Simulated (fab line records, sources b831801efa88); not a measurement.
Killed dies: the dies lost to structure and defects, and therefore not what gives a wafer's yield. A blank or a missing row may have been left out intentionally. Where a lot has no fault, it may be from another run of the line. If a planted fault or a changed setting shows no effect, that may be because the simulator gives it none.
A sampling plan put to the test || flow gf180mcu || one fab line, 41 faults that these records tell of, each judged on the records of the lots that it struck; 1 more is left out, because the records don't allow judging it
The plan consists of the line's own looks: route steps at which the wafer is read by a gauge or an inspection but not changed. A look is open to judgement when struck wafers have a number at it and the file gives its usual mean and standard deviation on fault-free wafers. Caught: at a look after the fault's first step, the mean of the struck wafers lies 4 or more of those standard deviations (sigma) from the usual mean. On the tool: here the same test is run on the tool's own readings at the fault's steps. Caught also covers a different recipe on the struck wafers, or a record left blank for those wafers only.

## THE FAULTS, as the simulator had put them in
1. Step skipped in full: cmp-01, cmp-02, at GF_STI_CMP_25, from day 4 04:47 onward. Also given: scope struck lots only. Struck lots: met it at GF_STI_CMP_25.
2. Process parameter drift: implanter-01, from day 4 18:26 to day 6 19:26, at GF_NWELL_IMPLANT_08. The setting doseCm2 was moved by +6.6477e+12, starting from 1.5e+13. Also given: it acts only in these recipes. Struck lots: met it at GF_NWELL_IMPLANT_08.
3. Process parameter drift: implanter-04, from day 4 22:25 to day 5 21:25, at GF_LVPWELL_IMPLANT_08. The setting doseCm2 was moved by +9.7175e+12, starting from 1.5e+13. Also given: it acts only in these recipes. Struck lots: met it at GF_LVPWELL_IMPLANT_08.
4. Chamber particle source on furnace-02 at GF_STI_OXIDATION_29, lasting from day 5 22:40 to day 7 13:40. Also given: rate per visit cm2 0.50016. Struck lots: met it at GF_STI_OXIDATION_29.
5. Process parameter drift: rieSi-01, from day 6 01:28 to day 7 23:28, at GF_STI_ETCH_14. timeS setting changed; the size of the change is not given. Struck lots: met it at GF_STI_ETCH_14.
6. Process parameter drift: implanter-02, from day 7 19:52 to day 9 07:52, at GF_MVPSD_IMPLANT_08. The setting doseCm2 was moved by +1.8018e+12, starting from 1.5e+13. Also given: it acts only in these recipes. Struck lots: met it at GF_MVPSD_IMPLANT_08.
7. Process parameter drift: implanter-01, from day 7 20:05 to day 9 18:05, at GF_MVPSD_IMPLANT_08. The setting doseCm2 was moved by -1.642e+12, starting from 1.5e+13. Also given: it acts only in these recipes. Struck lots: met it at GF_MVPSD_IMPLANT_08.
8. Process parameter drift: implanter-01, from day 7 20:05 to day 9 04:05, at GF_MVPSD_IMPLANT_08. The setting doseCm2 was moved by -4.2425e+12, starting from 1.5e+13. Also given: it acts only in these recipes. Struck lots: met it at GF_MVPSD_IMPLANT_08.
9. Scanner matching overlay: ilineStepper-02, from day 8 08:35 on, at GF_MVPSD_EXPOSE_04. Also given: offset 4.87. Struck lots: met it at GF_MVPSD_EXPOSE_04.
10. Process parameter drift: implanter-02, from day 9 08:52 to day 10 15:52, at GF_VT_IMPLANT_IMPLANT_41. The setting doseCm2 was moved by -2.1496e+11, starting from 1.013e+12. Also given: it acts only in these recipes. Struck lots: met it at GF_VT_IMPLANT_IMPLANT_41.
11. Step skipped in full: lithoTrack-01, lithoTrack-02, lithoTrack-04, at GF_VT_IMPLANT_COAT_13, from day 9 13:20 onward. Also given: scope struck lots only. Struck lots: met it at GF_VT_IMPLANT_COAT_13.
12. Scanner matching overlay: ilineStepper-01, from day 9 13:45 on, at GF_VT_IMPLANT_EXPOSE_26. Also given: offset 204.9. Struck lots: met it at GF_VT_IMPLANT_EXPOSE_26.
13. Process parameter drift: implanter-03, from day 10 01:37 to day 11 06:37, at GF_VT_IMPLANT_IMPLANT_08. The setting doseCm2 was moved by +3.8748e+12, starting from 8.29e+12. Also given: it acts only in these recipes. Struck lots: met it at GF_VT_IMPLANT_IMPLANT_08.
14. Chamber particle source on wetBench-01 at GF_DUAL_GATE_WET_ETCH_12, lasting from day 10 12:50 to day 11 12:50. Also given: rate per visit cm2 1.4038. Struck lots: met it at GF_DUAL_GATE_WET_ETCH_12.
15. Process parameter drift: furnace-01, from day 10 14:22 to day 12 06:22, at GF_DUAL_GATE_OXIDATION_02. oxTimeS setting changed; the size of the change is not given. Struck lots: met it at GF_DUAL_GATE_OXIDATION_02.
16. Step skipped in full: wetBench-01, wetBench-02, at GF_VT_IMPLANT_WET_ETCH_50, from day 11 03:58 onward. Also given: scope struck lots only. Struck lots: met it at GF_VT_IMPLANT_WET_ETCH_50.
17. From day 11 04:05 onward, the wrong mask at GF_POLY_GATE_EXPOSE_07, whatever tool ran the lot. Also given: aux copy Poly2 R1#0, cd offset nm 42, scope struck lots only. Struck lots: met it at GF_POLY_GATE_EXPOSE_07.
18. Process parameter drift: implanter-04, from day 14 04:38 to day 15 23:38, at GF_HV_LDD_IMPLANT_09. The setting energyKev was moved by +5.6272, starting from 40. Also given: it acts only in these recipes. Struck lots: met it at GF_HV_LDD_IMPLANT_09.
19. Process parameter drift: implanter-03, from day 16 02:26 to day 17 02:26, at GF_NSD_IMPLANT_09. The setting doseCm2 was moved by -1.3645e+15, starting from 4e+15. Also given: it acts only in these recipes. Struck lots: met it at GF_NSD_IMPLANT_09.
20. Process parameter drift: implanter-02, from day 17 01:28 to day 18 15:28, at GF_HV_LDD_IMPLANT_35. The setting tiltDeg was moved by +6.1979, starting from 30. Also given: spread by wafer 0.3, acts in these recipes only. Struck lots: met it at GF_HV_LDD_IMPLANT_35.
21. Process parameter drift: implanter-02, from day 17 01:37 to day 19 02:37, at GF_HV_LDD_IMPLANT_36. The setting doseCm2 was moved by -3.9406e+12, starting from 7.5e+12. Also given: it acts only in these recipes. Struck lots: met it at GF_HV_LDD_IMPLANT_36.
22. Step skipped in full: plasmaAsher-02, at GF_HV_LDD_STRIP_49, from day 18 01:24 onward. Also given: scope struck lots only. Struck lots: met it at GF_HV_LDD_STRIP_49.
23. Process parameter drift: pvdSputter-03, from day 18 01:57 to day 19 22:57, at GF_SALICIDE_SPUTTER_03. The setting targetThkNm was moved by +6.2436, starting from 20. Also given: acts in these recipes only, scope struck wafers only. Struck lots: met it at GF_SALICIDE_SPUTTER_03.
24. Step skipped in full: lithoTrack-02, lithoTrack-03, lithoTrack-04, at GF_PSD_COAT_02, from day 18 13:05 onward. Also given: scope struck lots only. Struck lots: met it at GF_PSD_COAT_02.
25. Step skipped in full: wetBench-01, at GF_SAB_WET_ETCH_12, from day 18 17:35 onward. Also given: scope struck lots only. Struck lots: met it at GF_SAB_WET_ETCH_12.
26. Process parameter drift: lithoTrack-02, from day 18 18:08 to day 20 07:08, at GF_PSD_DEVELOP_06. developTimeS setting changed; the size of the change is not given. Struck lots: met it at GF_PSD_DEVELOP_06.
27. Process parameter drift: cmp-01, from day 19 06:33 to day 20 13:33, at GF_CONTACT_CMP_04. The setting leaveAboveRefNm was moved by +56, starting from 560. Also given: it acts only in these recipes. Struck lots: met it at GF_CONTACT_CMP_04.
28. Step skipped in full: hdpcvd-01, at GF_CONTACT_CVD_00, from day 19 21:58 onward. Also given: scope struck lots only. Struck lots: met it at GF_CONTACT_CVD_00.
29. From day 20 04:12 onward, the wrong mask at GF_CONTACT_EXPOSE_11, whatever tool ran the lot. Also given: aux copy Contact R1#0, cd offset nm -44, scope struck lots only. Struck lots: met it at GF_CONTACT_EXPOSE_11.
30. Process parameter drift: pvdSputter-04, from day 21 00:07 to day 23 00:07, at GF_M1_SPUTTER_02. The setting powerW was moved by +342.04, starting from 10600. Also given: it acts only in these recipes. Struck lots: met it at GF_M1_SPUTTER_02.
31. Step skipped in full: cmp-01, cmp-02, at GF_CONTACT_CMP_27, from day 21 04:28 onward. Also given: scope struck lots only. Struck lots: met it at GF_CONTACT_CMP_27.
32. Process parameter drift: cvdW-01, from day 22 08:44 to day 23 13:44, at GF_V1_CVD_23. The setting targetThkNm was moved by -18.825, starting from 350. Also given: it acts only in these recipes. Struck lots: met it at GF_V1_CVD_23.
33. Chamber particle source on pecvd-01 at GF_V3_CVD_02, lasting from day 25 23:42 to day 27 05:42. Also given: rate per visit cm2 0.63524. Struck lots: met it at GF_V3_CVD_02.
34. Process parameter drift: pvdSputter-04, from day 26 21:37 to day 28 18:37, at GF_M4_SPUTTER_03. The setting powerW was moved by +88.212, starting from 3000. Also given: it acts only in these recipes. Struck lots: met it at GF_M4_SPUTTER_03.
35. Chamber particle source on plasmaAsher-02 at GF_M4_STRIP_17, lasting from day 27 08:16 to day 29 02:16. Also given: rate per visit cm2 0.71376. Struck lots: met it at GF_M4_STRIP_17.
36. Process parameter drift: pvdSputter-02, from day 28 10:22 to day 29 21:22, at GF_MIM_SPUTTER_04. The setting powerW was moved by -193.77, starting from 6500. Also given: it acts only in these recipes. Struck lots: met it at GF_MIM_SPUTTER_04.
37. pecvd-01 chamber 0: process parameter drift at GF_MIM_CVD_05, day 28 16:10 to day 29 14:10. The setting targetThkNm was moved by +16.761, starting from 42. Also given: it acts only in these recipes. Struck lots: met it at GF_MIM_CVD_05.
38. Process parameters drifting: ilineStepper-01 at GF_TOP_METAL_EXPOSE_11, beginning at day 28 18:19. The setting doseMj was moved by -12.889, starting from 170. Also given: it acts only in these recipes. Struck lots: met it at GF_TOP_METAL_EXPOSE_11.
39. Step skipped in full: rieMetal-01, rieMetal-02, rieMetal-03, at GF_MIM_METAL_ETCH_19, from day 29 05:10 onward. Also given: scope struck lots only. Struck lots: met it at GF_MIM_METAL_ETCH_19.
40. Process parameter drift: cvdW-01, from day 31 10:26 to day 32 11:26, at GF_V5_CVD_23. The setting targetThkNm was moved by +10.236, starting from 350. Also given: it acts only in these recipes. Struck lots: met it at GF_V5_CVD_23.
41. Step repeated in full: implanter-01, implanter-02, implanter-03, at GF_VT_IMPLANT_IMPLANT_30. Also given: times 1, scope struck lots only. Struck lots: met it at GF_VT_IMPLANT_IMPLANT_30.

## WHAT THE PLAN SAW
{"fault": 1, "on the tool itself": "the tool's record is blank for the struck wafers", "first look that catches it": "no look after it can be judged", "reading, sigma": "-", "median hours from its first step to that look": "-", "hours from the fault's start to the first struck lot there": "-", "judged looks passed uncaught": 0}
{"fault": 2, "on the tool itself": "doseIonsCm2 +99 or beyond sigma", "first look that catches it": "GF_NWELL_TW_MEAS_11", "reading, sigma": "NWELL_TW +15", "median hours from its first step to that look": 0.4, "hours from the fault's start to the first struck lot there": 3, "judged looks passed uncaught": 0}
{"fault": 3, "on the tool itself": "doseIonsCm2 +99 or beyond sigma", "first look that catches it": "GF_LVPWELL_TW_MEAS_11", "reading, sigma": "LVPWELL_TW +18", "median hours from its first step to that look": 0.4, "hours from the fault's start to the first struck lot there": 8, "judged looks passed uncaught": 0}
{"fault": 4, "on the tool itself": "under 2 sigma", "first look that catches it": "not the one look that can be judged after it", "reading, sigma": "-", "median hours from its first step to that look": "-", "hours from the fault's start to the first struck lot there": "-", "judged looks passed uncaught": 1}
{"fault": 5, "on the tool itself": "runLengthS +11 sigma", "first look that catches it": "no look after it can be judged", "reading, sigma": "-", "median hours from its first step to that look": "-", "hours from the fault's start to the first struck lot there": "-", "judged looks passed uncaught": 0}
{"fault": 6, "on the tool itself": "doseIonsCm2 +99 or beyond sigma", "first look that catches it": "GF_VT_IMPLANT_RS_MEAS_49", "reading, sigma": "MVPSD_RS -21", "median hours from its first step to that look": 69.4, "hours from the fault's start to the first struck lot there": 89, "judged looks passed uncaught": 1}
{"fault": 7, "on the tool itself": "doseIonsCm2 -99 or beyond sigma", "first look that catches it": "GF_VT_IMPLANT_RS_MEAS_49", "reading, sigma": "MVPSD_RS +21", "median hours from its first step to that look": 68.5, "hours from the fault's start to the first struck lot there": 70, "judged looks passed uncaught": 1}
{"fault": 8, "on the tool itself": "doseIonsCm2 -99 or beyond sigma", "first look that catches it": "GF_MVPSD_TW_MEAS_11", "reading, sigma": "MVPSD_TW -10", "median hours from its first step to that look": 0.4, "hours from the fault's start to the first struck lot there": 2, "judged looks passed uncaught": 0}
{"fault": 9, "on the tool itself": "no reading that can be judged", "first look that catches it": "none of the 3 looks that can be judged after it", "reading, sigma": "strongest: MVPSD_OVL at GF_MVPSD_OVL_MEAS_07, +3.4", "median hours from its first step to that look": "-", "hours from the fault's start to the first struck lot there": "-", "judged looks passed uncaught": 3}
{"fault": 10, "on the tool itself": "doseIonsCm2 -99 or beyond sigma", "first look that catches it": "GF_VT_IMPLANT_TW_MEAS_43", "reading, sigma": "VT_IMPLANT_4_TW -10", "median hours from its first step to that look": 0.2, "hours from the fault's start to the first struck lot there": 3, "judged looks passed uncaught": 0}
{"fault": 11, "on the tool itself": "the tool's record is blank for the struck wafers", "first look that catches it": "GF_VT_IMPLANT_TW_MEAS_32", "reading, sigma": "VT_IMPLANT_3_TW +99 or beyond", "median hours from its first step to that look": 26.1, "hours from the fault's start to the first struck lot there": 30, "judged looks passed uncaught": 0}
{"fault": 12, "on the tool itself": "no reading that can be judged", "first look that catches it": "GF_VT_IMPLANT_OVL_MEAS_29", "reading, sigma": "VT_IMPLANT_02_OVL +99 or beyond", "median hours from its first step to that look": 8.4, "hours from the fault's start to the first struck lot there": 11, "judged looks passed uncaught": 0}
{"fault": 13, "on the tool itself": "doseIonsCm2 +99 or beyond sigma", "first look that catches it": "GF_VT_IMPLANT_TW_MEAS_10", "reading, sigma": "VT_IMPLANT_TW +17", "median hours from its first step to that look": 0.2, "hours from the fault's start to the first struck lot there": 9, "judged looks passed uncaught": 0}
{"fault": 14, "on the tool itself": "under 2 sigma", "first look that catches it": "none of the 2 looks that can be judged after it", "reading, sigma": "-", "median hours from its first step to that look": "-", "hours from the fault's start to the first struck lot there": "-", "judged looks passed uncaught": 2}
{"fault": 15, "on the tool itself": "under 2 sigma", "first look that catches it": "none of the 2 looks that can be judged after it", "reading, sigma": "strongest: DUAL_GATE_OXIDATION_00_THK at GF_DUAL_GATE_THK_MEAS_03, -3.5", "median hours from its first step to that look": "-", "hours from the fault's start to the first struck lot there": "-", "judged looks passed uncaught": 2}
{"fault": 16, "on the tool itself": "the tool's record is blank for the struck wafers", "first look that catches it": "no look after it can be judged", "reading, sigma": "-", "median hours from its first step to that look": "-", "hours from the fault's start to the first struck lot there": "-", "judged looks passed uncaught": 0}
{"fault": 17, "on the tool itself": "under 2 sigma", "first look that catches it": "GF_POLY_GATE_CD_MEAS_10", "reading, sigma": "cdNm +35", "median hours from its first step to that look": 8.9, "hours from the fault's start to the first struck lot there": 9, "judged looks passed uncaught": 0}
{"fault": 18, "on the tool itself": "beamEnergyKeV +99 or beyond sigma", "first look that catches it": "GF_HV_LDD_TW_MEAS_11", "reading, sigma": "HV_LDD_TW +4.1", "median hours from its first step to that look": 0.2, "hours from the fault's start to the first struck lot there": 1, "judged looks passed uncaught": 0}
{"fault": 19, "on the tool itself": "doseIonsCm2 -99 or beyond sigma", "first look that catches it": "GF_PSD_RS_MEAS_14", "reading, sigma": "NSD_RS +41", "median hours from its first step to that look": 24.0, "hours from the fault's start to the first struck lot there": 39, "judged looks passed uncaught": 0}
{"fault": 20, "on the tool itself": "no reading that can be judged", "first look that catches it": "not the one look that can be judged after it", "reading, sigma": "-", "median hours from its first step to that look": "-", "hours from the fault's start to the first struck lot there": "-", "judged looks passed uncaught": 1}
{"fault": 21, "on the tool itself": "doseIonsCm2 -99 or beyond sigma", "first look that catches it": "GF_HV_LDD_TW_MEAS_38", "reading, sigma": "HV_LDD_3_TW -6.9", "median hours from its first step to that look": 0.2, "hours from the fault's start to the first struck lot there": 5, "judged looks passed uncaught": 0}
{"fault": 22, "on the tool itself": "the tool's record is blank for the struck wafers", "first look that catches it": "no look after it can be judged", "reading, sigma": "-", "median hours from its first step to that look": "-", "hours from the fault's start to the first struck lot there": "-", "judged looks passed uncaught": 0}
{"fault": 23, "on the tool itself": "under 2 sigma", "first look that catches it": "GF_SALICIDE_RS_MEAS_04", "reading, sigma": "SALICIDE_TIN_RS -5.5", "median hours from its first step to that look": 0.0, "hours from the fault's start to the first struck lot there": 16, "judged looks passed uncaught": 0}
{"fault": 24, "on the tool itself": "the tool's record is blank for the struck wafers", "first look that catches it": "not the one look that can be judged after it", "reading, sigma": "-", "median hours from its first step to that look": "-", "hours from the fault's start to the first struck lot there": "-", "judged looks passed uncaught": 1}
{"fault": 25, "on the tool itself": "the tool's record is blank for the struck wafers", "first look that catches it": "no look after it can be judged", "reading, sigma": "-", "median hours from its first step to that look": "-", "hours from the fault's start to the first struck lot there": "-", "judged looks passed uncaught": 0}
{"fault": 26, "on the tool itself": "no reading that can be judged", "first look that catches it": "GF_PSD_CD_MEAS_07", "reading, sigma": "cdNm +11", "median hours from its first step to that look": 0.1, "hours from the fault's start to the first struck lot there": 6, "judged looks passed uncaught": 0}
{"fault": 27, "on the tool itself": "only faintly: timeToEndpointS -3.2 sigma", "first look that catches it": "no look after it can be judged", "reading, sigma": "-", "median hours from its first step to that look": "-", "hours from the fault's start to the first struck lot there": "-", "judged looks passed uncaught": 0}
{"fault": 28, "on the tool itself": "the tool's record is blank for the struck wafers", "first look that catches it": "not the one look that can be judged after it", "reading, sigma": "-", "median hours from its first step to that look": "-", "hours from the fault's start to the first struck lot there": "-", "judged looks passed uncaught": 1}
{"fault": 29, "on the tool itself": "no reading that can be judged", "first look that catches it": "GF_CONTACT_CD_MEAS_14", "reading, sigma": "cdNm -27", "median hours from its first step to that look": 12.8, "hours from the fault's start to the first struck lot there": 14, "judged looks passed uncaught": 0}
{"fault": 30, "on the tool itself": "cathodeDcPowerW +99 or beyond sigma", "first look that catches it": "none of the 4 looks that can be judged after it", "reading, sigma": "-", "median hours from its first step to that look": "-", "hours from the fault's start to the first struck lot there": "-", "judged looks passed uncaught": 4}
{"fault": 31, "on the tool itself": "the tool's record is blank for the struck wafers", "first look that catches it": "no look after it can be judged", "reading, sigma": "-", "median hours from its first step to that look": "-", "hours from the fault's start to the first struck lot there": "-", "judged looks passed uncaught": 0}
{"fault": 32, "on the tool itself": "under 2 sigma", "first look that catches it": "none of the 2 looks that can be judged after it", "reading, sigma": "strongest: V1_W_RS at GF_V1_RS_MEAS_24, +2.6", "median hours from its first step to that look": "-", "hours from the fault's start to the first struck lot there": "-", "judged looks passed uncaught": 2}
{"fault": 33, "on the tool itself": "under 2 sigma", "first look that catches it": "none of the 2 looks that can be judged after it", "reading, sigma": "-", "median hours from its first step to that look": "-", "hours from the fault's start to the first struck lot there": "-", "judged looks passed uncaught": 2}
{"fault": 34, "on the tool itself": "cathodeDcPowerW +99 or beyond sigma", "first look that catches it": "no look after it can be judged", "reading, sigma": "-", "median hours from its first step to that look": "-", "hours from the fault's start to the first struck lot there": "-", "judged looks passed uncaught": 0}
{"fault": 35, "on the tool itself": "under 2 sigma", "first look that catches it": "no look after it can be judged", "reading, sigma": "-", "median hours from its first step to that look": "-", "hours from the fault's start to the first struck lot there": "-", "judged looks passed uncaught": 0}
{"fault": 36, "on the tool itself": "cathodeDcPowerW -99 or beyond sigma", "first look that catches it": "no look after it can be judged", "reading, sigma": "-", "median hours from its first step to that look": "-", "hours from the fault's start to the first struck lot there": "-", "judged looks passed uncaught": 0}
{"fault": 37, "on the tool itself": "under 2 sigma", "first look that catches it": "GF_MIM_THK_MEAS_06", "reading, sigma": "MIM_CVD_05_THK +29", "median hours from its first step to that look": 0.0, "hours from the fault's start to the first struck lot there": 22, "judged looks passed uncaught": 0}
{"fault": 38, "on the tool itself": "exposureDoseMJCm2 -59 sigma", "first look that catches it": "GF_TOP_METAL_CD_MEAS_14", "reading, sigma": "cdNm +8.2", "median hours from its first step to that look": 9.1, "hours from the fault's start to the first struck lot there": 16, "judged looks passed uncaught": 0}
{"fault": 39, "on the tool itself": "the tool's record is blank for the struck wafers", "first look that catches it": "no look after it can be judged", "reading, sigma": "-", "median hours from its first step to that look": "-", "hours from the fault's start to the first struck lot there": "-", "judged looks passed uncaught": 0}
{"fault": 40, "on the tool itself": "under 2 sigma", "first look that catches it": "none of the 2 looks that can be judged after it", "reading, sigma": "strongest: V5_W_THK at GF_V5_THK_MEAS_25, +3.3", "median hours from its first step to that look": "-", "hours from the fault's start to the first struck lot there": "-", "judged looks passed uncaught": 2}
{"fault": 41, "on the tool itself": "no reading that can be judged", "first look that catches it": "GF_VT_IMPLANT_TW_MEAS_32", "reading, sigma": "VT_IMPLANT_3_TW +35", "median hours from its first step to that look": 0.6, "hours from the fault's start to the first struck lot there": "-", "judged looks passed uncaught": 0}
A dash: the fault isn't caught, or these records don't give the number.

Caught at a look: 19 of 41. Caught on the tool: 24 of 41. By one or the other: 31 of 41.
Caught on the tool alone: faults 1, 5, 16, 22, 24, 25, 28, 30, 31, 34, 36, 39.
Caught at a look alone: faults 12, 17, 23, 26, 29, 37, 41.
Caught by neither: faults 4, 9, 14, 15, 20, 27, 32, 33, 35, 40.

## THINNER SAMPLING
If the look that catches a fault measured only every second or every third lot, by lot number, the first struck lot would be measured this late in the worst case:
{"fault": 2, "struck lots at that look, in order of time": "L206, L209", "every lot": "3 h", "every second lot": "21 h", "every third lot": "may miss all 2"}
{"fault": 3, "struck lots at that look, in order of time": "L726, L728", "every lot": "8 h", "every second lot": "may miss all 2", "every third lot": "may miss all 2"}
{"fault": 6, "struck lots at that look, in order of time": "L334, L336", "every lot": "89 h", "every second lot": "may miss all 2", "every third lot": "may miss all 2"}
{"fault": 7, "struck lots at that look, in order of time": "L630, L634", "every lot": "70 h", "every second lot": "may miss all 2", "every third lot": "may miss all 2"}
{"fault": 8, "struck lots at that look, in order of time": "L886, L890", "every lot": "2 h", "every second lot": "may miss all 2", "every third lot": "may miss all 2"}
{"fault": 10, "struck lots at that look, in order of time": "L896, L898", "every lot": "3 h", "every second lot": "may miss all 2", "every third lot": "may miss all 2"}
{"fault": 11, "struck lots at that look, in order of time": "L502, L503, L504", "every lot": "30 h", "every second lot": "37 h", "every third lot": "46 h"}
{"fault": 12, "struck lots at that look, in order of time": "L900, L901, L904, L905", "every lot": "11 h", "every second lot": "18 h", "every third lot": "45 h"}
{"fault": 13, "struck lots at that look, in order of time": "L649, L650", "every lot": "9 h", "every second lot": "14 h", "every third lot": "may miss all 2"}
{"fault": 17, "struck lots at that look, in order of time": "L862", "every lot": "9 h", "every second lot": "may miss it", "every third lot": "may miss it"}
{"fault": 18, "struck lots at that look, in order of time": "L820, L825", "every lot": "1 h", "every second lot": "29 h", "every third lot": "may miss all 2"}
{"fault": 19, "struck lots at that look, in order of time": "L722, L721", "every lot": "39 h", "every second lot": "40 h", "every third lot": "may miss all 2"}
{"fault": 21, "struck lots at that look, in order of time": "L615, L616", "every lot": "5 h", "every second lot": "13 h", "every third lot": "may miss all 2"}
{"fault": 23, "struck lots at that look, in order of time": "L473", "every lot": "16 h", "every second lot": "may miss it", "every third lot": "may miss it"}
{"fault": 26, "struck lots at that look, in order of time": "L282, L281", "every lot": "6 h", "every second lot": "8 h", "every third lot": "may miss all 2"}
{"fault": 29, "struck lots at that look, in order of time": "L543", "every lot": "14 h", "every second lot": "may miss it", "every third lot": "may miss it"}
{"fault": 37, "struck lots at that look, in order of time": "L518", "every lot": "22 h", "every second lot": "may miss it", "every third lot": "may miss it"}
{"fault": 38, "struck lots at that look, in order of time": "L868, L869, L870, L874", "every lot": "16 h", "every second lot": "26 h", "every third lot": "28 h"}
Hours: fault start to first struck lot measured. Since the struck wafers were tested as one group against 4 sigma, a single lot by itself may lie under the limit. Other struck lots may not be in these records.

## THE LONGEST TIMED WAY FROM STEP TO LOOK
For fault 6, GF_MVPSD_IMPLANT_08 and GF_VT_IMPLANT_RS_MEAS_49 are separated by a median of 69.4 hours. The look between them that can be judged stayed within 4 sigma: GF_MVPSD_TW_MEAS_11.
